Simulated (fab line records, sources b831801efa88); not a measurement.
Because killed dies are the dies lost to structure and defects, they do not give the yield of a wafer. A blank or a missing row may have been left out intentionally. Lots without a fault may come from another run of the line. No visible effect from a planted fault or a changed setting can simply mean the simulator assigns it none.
Chamber matching	flow gf180mcu	cmp-01 running GF_CONTACT_CMP_04: 4 sister chambers
The step polishes SiO2. 16 wafers are shown with their chamber, then 8 later ones without.

== WAFERS WITH THEIR CHAMBER ==
wafer	chamber	motor current A (A)	platen rpm (rpm)	time to endpoint s (s)
L559.2	1	10.8	60.04	114
L559.3	3	11.5	59.99	113
L559.6	2	12.9	60.01	111
L561.2	1	12.2	60.04	109
L561.3	2	13.0	60.01	112
L561.6	2	13.2	60.02	121
L563.1	2	12.8	60.01	106
L563.2	3	11.3	60.02	107
L563.5	2	12.6	60.00	113
L565.2	1	11.6	59.98	103
L565.4	3	11.1	59.99	106
L565.5	3	11.0	60.01	112
L571.1	1	11.7	60.06	111
L571.4	0	15.0	60.03	105
L571.5	3	11.2	60.00	116
L580.2	2	12.8	59.97	108

SIGNATURES (averages over the wafers above)
reading	chamber 0	chamber 1	chamber 2	chamber 3	scatter within a chamber
motor current A	15.000	11.575	12.883	11.220	0.337
platen rpm	60.0300	60.0300	60.0033	60.0020	0.022
time to endpoint s	105.00	109.25	111.83	110.80	4.75
Rule: for each reading, subtract the chamber's mean from the wafer's reading, divide by that reading's scatter and square the result; add these up over the readings and take the root, which gives the wafer's distance from the chamber. If the next closest chamber is less than 2 further off than the closest, the wafer can't be placed; otherwise it belongs to the closest. How the scatter is found: for the shown wafers, subtract from each reading the mean of its chamber, square and add these, divide the total by (wafers less chambers), then take the root.

== WAFERS WITHOUT THEIR CHAMBER ==
wafer	motor current A (A)	platen rpm (rpm)	time to endpoint s (s)
L580.3	11.6	59.98	108
L580.5	12.3	59.97	117
L582.1	12.5	59.97	107
L582.3	11.9	60.04	105
L582.4	14.0	59.95	107
L581.1	12.7	60.04	98
L581.3	14.2	59.99	101
L581.5	11.6	59.97	101

== EACH ONE'S CHAMBER ==
wafer	from the rows above	in truth
L580.3	can't be placed: 3 or 1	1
L580.5	can't be placed: 2 or 3 or 1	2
L582.1	can't be placed: 2 or 1 or 3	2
L582.3	can't be placed: 1 or 3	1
L582.4	can't be placed: 2 or 0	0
L581.1	can't be placed: 2 or 1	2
L581.3	can't be placed: 0 or 2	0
L581.5	can't be placed: 3 or 1 or 2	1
0 of 8 placed correctly. These rows do not allow placing 8 (true chamber among the candidates in 8). Placed wrongly: 0.
